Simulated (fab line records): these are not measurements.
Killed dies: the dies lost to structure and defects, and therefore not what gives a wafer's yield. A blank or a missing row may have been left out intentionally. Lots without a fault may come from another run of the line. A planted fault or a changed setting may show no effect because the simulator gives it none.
What tool caused it? ; flow gf180mcu ; 12 lots, 36 wafers sampled, at 2 steps of a route of 602

## WHAT THE GAUGES SHOWED, per wafer
GF_M2_CD_MEAS_14: the cd target is 280 nm.
lot;measured;on;cd nm (nm)
L075;day 19 13:39;cd sem-02;280.2 281.2 278.5
L077;day 20 11:20;cd sem-02;279.0 279.5 279.2
L079;day 21 04:21;cd sem-02;280.5 280.1 281.1
L081;day 21 20:39;cd sem-02;280.3 281.4 280.9
L083;day 22 20:16;cd sem-02;279.1 279.1 279.5
L085;day 23 13:12;cd sem-02;279.1 280.0 279.2
L087;day 24 00:50;cd sem-01;279.9 278.3 279.2
L089;day 24 13:38;cd sem-02;278.5 278.8 278.0
L091;day 25 11:24;cd sem-02;281.7 281.6 281.0
L093;day 26 00:09;cd sem-02;281.3 282.3 280.9
L095;day 26 12:42;cd sem-01;282.6 281.8 282.0
L097;day 27 06:18;cd sem-02;278.9 278.4 278.8

## TOOL THAT RAN EACH LOT (tool first, then ch and the chambers of the sampled wafers, then the start)
lot;GF_HV_LDD_RTA_52
L075;rtp anneal-01 ch 0, day 12 17:07
L077;rtp anneal-01 ch 0, day 13 09:53
L079;rtp anneal-02 ch 0, day 14 02:16
L081;rtp anneal-02 ch 0, day 14 15:31
L083;rtp anneal-02 ch 0, day 15 12:49
L085;rtp anneal-02 ch 0, day 16 03:19
L087;rtp anneal-02 ch 0, day 16 16:49
L089;rtp anneal-02 ch 0, day 17 07:30
L091;rtp anneal-02 ch 0, day 18 05:30
L093;rtp anneal-01 ch 0, day 18 21:01
L095;rtp anneal-02 ch 0, day 19 10:52
L097;rtp anneal-01 ch 0, day 20 07:15
- GF_HV_LDD_RTA_52: time 10 s.

## THE ANSWER, worked out from the rows above alone
Rule: what is usual is taken from the lots themselves. The widest of any qualifying gaps counts: lots, ordered by their means at a reading, are off when they make up no more than a third of the lots, leave a main group of 4 or more, and stand apart from it by 3 or more times the standard deviation of that group's means. If all means in a main group match to the digits the tables above print for the reading, that group is not used. Also off: a lot with no number at a reading for which 4 or more lots have one. Where the step has rows for the other lots, those lots are counted as sound.
Nothing can be told from this: no lot is off at any reading shown.

## WHAT THE SIMULATOR HAD INSERTED
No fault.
